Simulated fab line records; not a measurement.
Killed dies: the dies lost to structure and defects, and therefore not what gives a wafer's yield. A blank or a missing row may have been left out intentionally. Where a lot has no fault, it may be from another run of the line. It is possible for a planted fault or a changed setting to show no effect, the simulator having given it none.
Comparing a struck lot with a sound one -- flow sky130 -- 15 out of 708 route steps
Sound: wafers L492.1, L492.2, L492.4. Wafers struck: L482.3, L482.4, L482.6. The cause is given at the end.
Each step with rows lists, per side, the tool, then ch with its chambers, then its first start. Under that, the readings that differ: sound wafers -- struck wafers -- difference of the means -- sigmas: that difference in standard deviations of wafers without a fault.
alike: a reading whose means differ by less than 2 such deviations, as well as words and numbers matching on both sides. not compared: withheld readings; readings where some wafer has no value; bounds like >300 that might hide an equal value; numbers whose values overlap and for which the record gives no deviation.
The two part at a step that has a row with sigmas, a row that says differs or no value, or rows on one side only. Numbers that have no deviation but don't overlap get no sigmas and don't part them. A reading missing from all wafers of one side parts the sides only when that side holds two or more wafers.

first, 7 steps without rows for these wafers: SKY_POLY_GATE_HMDS_06 (prime time 60 s); SKY_POLY_GATE_COAT_07 (resist thk 110 nm); SKY_POLY_GATE_COAT_08 (resist thk 450 nm); SKY_POLY_GATE_SOFTBAKE_09 (time 90 s); SKY_POLY_GATE_EXPOSE_10 (exposes mask P1M, target cd 150 nm); SKY_POLY_GATE_PEB_11; SKY_POLY_GATE_DEVELOP_12 (develop time 60 s).
SKY_POLY_GATE_CD_MEAS_13 targets a cd of 150 nm.
  sound: cd-sem-02 at day 22 17:06; struck: cd-sem-02 at day 19 05:56
  alike: cd-nm
SKY_POLY_GATE_OVL_MEAS_14:
  sound: overlay-02 at day 22 17:13; struck: overlay-02 at day 19 06:02
  alike: POLY_GATE_OVL
SKY_POLY_GATE_ETCH_15: etches BARC in N2/H2, stops on SiO2, time 118.5 s, target depth 110 nm.
  sound on rie-diel-01 ch 0,2,3, day 22 17:15; struck on rie-diel-01 ch 0,2,3, day 19 06:03
  alike: chamber-pressure-mTorr, drypump-motor-current-A, oes-product-au, throttle-valve-pct
  not compared: rf-hours-counter-h
SKY_POLY_GATE_ETCH_16: etches Si3N4 in CH3F/O2, stops on poly-Si, time 147.5 s, target depth 75 nm.
  sound on rie-diel-01 ch 0,2,3, day 22 17:20; struck on rie-diel-01 ch 0,2,3, day 19 06:08
  alike: chamber-pressure-mTorr, drypump-motor-current-A, oes-product-au, throttle-valve-pct
  not compared: rf-hours-counter-h
SKY_POLY_GATE_ETCH_17: etches poly-Si in HBr/Cl2, stops on SiO2, target depth 180 nm, time 70.5 s.
  sound on rie-si-01 ch 0,1,2, day 22 17:26; struck on rie-si-01 ch 0,2,3, day 19 06:14
  alike: chamber-pressure-mTorr, drypump-motor-current-A, oes-product-au, throttle-valve-pct
  not compared: rf-hours-counter-h
SKY_POLY_GATE_STRIP_18: strips in O2/N2.
  sound on plasma-asher-01 ch 0,1, day 22 17:29; struck on plasma-asher-01 ch 0,1, day 19 06:19
reading,sound,struck,difference,sigmas
n2-flow-sccm (sccm),300.4 299.0 301.0,359.6 358.7 358.3,+58.7,+77
  alike: chamber-pressure-mTorr, drypump-motor-current-A, oes-product-au, strip-time-to-endpoint-s
  not compared: rf-hours-counter-h
then, 1 step without rows for these wafers: SKY_POLY_GATE_CLEAN_19 (cleans in SC1/SC2, time 150 s).
-- record jumps: 28 days separate the struck wafers' starts on either side; left off in module POLY_GATE, taken up again in module PAD_OPEN, whose first shown step is the route's number 708 --
SKY_PAD_OPEN_PROBE_99:
  sound: prober-02 at day 49 13:41; struck: prober-01 at day 47 14:46
  alike: killed_at_M0_to_M3, killed_at_M4_up, killed-at-contacts, killed-at-front-end, killed-at-other, killed-dies, killed-open, killed-short

== WHERE THEY PART ==
At SKY_POLY_GATE_STRIP_18 and nowhere else, as far as this record goes. Later steps at which nothing parts them and some readings are alike: SKY_PAD_OPEN_PROBE_99.

WHY: whatever the simulator had introduced
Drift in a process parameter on plasma-asher-01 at SKY_POLY_GATE_STRIP_18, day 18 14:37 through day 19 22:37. A move of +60 in setting n2-flow-sccm, from 300. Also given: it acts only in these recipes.
